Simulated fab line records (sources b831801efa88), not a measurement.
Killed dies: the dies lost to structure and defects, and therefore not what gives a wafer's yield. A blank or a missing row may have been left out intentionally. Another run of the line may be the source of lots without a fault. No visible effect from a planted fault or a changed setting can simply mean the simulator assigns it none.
The tool behind it: which one?	flow gf180mcu	39 wafers from 13 lots sampled at 4 of the route's 602 steps

== WHAT THE GAUGES READ, wafer by wafer ==
GF_M2_RS_MEAS_05: a four-point-probe measurement. Usual: for M2_ALCU_RS the level is 0.0695 ohm/sq and the standard deviation is 0.001.
lot	measured	on	M2_ALCU_RS (ohm/sq)	flag
L116	day 18 09:20	film metro-04	0.0714 0.0699 0.0696	
L117	day 19 00:17	film metro-04	0.0677 0.0679 0.0679	
L120	day 20 06:48	film metro-01	0.0712 0.0701 0.0696	
L121	day 20 22:14	film metro-04	0.0687 0.0693 0.0702	
L122	day 21 08:04	film metro-04	0.0682 0.0703 0.0698	
L124	day 22 02:35	film metro-01	0.0712 0.0699 0.0691	
L132	day 24 11:03	film metro-04	0.0682 0.0677 0.0680	
L134	day 24 22:55	film metro-04	0.0696 0.0704 0.0705	
L135	day 25 15:01	film metro-04	0.0700 0.0689 0.0694	
L136	day 25 12:56	film metro-04	0.0694 0.0712 0.0709	
L137	day 25 18:44	film metro-04	0.0678 0.0696 0.0687	
L138	day 26 08:35	film metro-04	0.0687 0.0702 0.0700	
L139	day 26 14:46	film metro-01	0.0690 0.0697 0.0703	

GF_M2_CD_MEAS_14: target cd 280 nm. Usual: 279.7 nm for cd nm, sd 1.2.
lot	measured	on	cd nm (nm)	flag
L116	day 19 10:29	cd sem-02	279.1 278.1 279.5	
L117	day 20 00:31	cd sem-01	282.0 281.8 281.3	
L120	day 21 07:21	cd sem-02	281.3 280.2 280.3	
L121	day 21 21:43	cd sem-02	280.9 279.7 281.1	
L122	day 22 08:04	cd sem-02	280.8 280.5 279.5	
L124	day 23 01:42	cd sem-01	279.6 279.8 279.9	
L132	day 25 09:09	cd sem-02	279.8 280.8 279.4	
L134	day 25 20:01	cd sem-02	279.8 280.0 280.3	
L135	day 26 12:18	cd sem-02	279.7 279.8 280.1	
L136	day 26 10:13	cd sem-02	278.7 279.8 279.2	
L137	day 26 15:39	cd sem-02	280.1 280.5 280.6	
L138	day 27 05:40	cd sem-01	277.6 277.5 278.8	
L139	day 27 10:49	cd sem-02	279.6 278.7 280.5	

== WHAT TOOL EACH LOT RAN ON (gives the tool, then ch and the chambers of the sampled wafers, and finally the start) ==
lot	GF_LVPWELL_EXPOSE_04	GF_CONTACT_CMP_27
L116	iline stepper-02 ch 0, day 3 14:19	cmp-01 ch 2,3, day 16 06:11
L117	iline stepper-01 ch 0, day 3 20:51	cmp-02 ch 2,3, day 16 19:44
L120	iline stepper-02 ch 0, day 4 14:43	cmp-01 ch 2,3, day 18 02:19
L121	iline stepper-01 ch 0, day 4 20:30	cmp-01 ch 2,3, day 18 17:31
L122	iline stepper-02 ch 0, day 5 03:15	cmp-02 ch 1,3, day 19 02:58
L124	iline stepper-02 ch 0, day 5 13:45	cmp-02 ch 0,1,3, day 19 21:14
L132	iline stepper-01 ch 0, day 7 09:00	cmp-02 ch 1,2,3, day 22 09:47
L134	iline stepper-02 ch 0, day 7 19:39	cmp-02 ch 0,1,3, day 22 21:58
L135	iline stepper-01 ch 0, day 7 23:39	cmp-02 ch 0,1,3, day 23 15:32
L136	iline stepper-01 ch 0, day 8 05:58	cmp-01 ch 1,2,3, day 23 11:49
L137	iline stepper-01 ch 0, day 8 11:52	cmp-02 ch 0,1,2, day 23 18:31
L138	iline stepper-02 ch 0, day 8 15:50	cmp-02 ch 1,2,3, day 24 09:10
L139	iline stepper-02 ch 0, day 8 23:53	cmp-01 ch 0,1,2, day 24 15:35
- GF_LVPWELL_EXPOSE_04: exposes mask LVPWELL, target cd 600 nm.
- GF_CONTACT_CMP_27: polishes, stops on SiO2, t overpolish 15 s, target thk 0 nm.

== WHAT THE TOOLS THEMSELVES READ (means of the sampled wafers that have a number; where no wafer has one, the mark that the record gives instead) ==
GF_LVPWELL_EXPOSE_04. Usual: stage vel mm s 500.01 mm/s, standard deviation 0.24.
lot	tool	stage vel mm s (mm/s)	flag
L116	iline stepper-02	499.93	
L117	iline stepper-01	499.79	
L120	iline stepper-02	500.11	
L121	iline stepper-01	500.08	
L122	iline stepper-02	499.76	
L124	iline stepper-02	499.85	
L132	iline stepper-01	500.30	
L134	iline stepper-02	499.90	
L135	iline stepper-01	500.20	
L136	iline stepper-01	499.93	
L137	iline stepper-01	499.92	
L138	iline stepper-02	500.06	
L139	iline stepper-02	499.83	

GF_CONTACT_CMP_27. Usual: edge zone pressure frac 1.000, standard deviation 0.0045; motor current A 11.1 A, standard deviation 0.65; overpolish run s 15.001 s, standard deviation 0.0099; slurry filter dp kPa 13.51 kPa, standard deviation 0.14; time to endpoint s 74 s, standard deviation 3.6.
lot	tool	edge zone pressure frac	motor current A (A)	overpolish run s (s)	slurry filter dp kPa (kPa)	time to endpoint s (s)	flag
L116	cmp-01	0.996	11.6	14.997	13.45	72	
L117	cmp-02	0.994	11.3	15.007	13.73	76	
L120	cmp-01	0.995	11.2	14.997	13.60	74	
L121	cmp-01	1.000	11.1	15.001	13.39	74	
L122	cmp-02	1.002	11.3	14.985	13.58	73	
L124	cmp-02	1.002	11.0	14.999	13.30	73	
L132	cmp-02	0.998	11.2	15.008	13.37	78	
L134	cmp-02	0.996	11.4	14.992	13.48	73	
L135	cmp-02	0.996	10.8	15.003	13.60	72	
L136	cmp-01	1.000	12.0	15.003	13.61	76	
L137	cmp-02	1.003	10.3	15.002	13.49	71	
L138	cmp-02	1.002	11.5	15.005	13.38	72	
L139	cmp-01	1.000	11.4	14.996	13.46	75	

== THE ANSWER, worked out from the rows above alone ==
Rule: a lot counts as off when the mean over its wafers that have a number is more than 3 standard deviations away from the usual mean. Also off: a lot with no number at a reading for which 4 or more lots have one. Any other lot the step has rows for is counted as sound. First the gauges in route order, then the tools' own readings, where a lot's mean is used as printed above. The first step at which some lot is off is used, and at that step the reading that is off furthest; a lot without a number counts as furthest.
Nothing can be told from this: no lot is off at any reading shown.

== WHAT HAD BEEN PUT IN BY THE SIMULATOR ==
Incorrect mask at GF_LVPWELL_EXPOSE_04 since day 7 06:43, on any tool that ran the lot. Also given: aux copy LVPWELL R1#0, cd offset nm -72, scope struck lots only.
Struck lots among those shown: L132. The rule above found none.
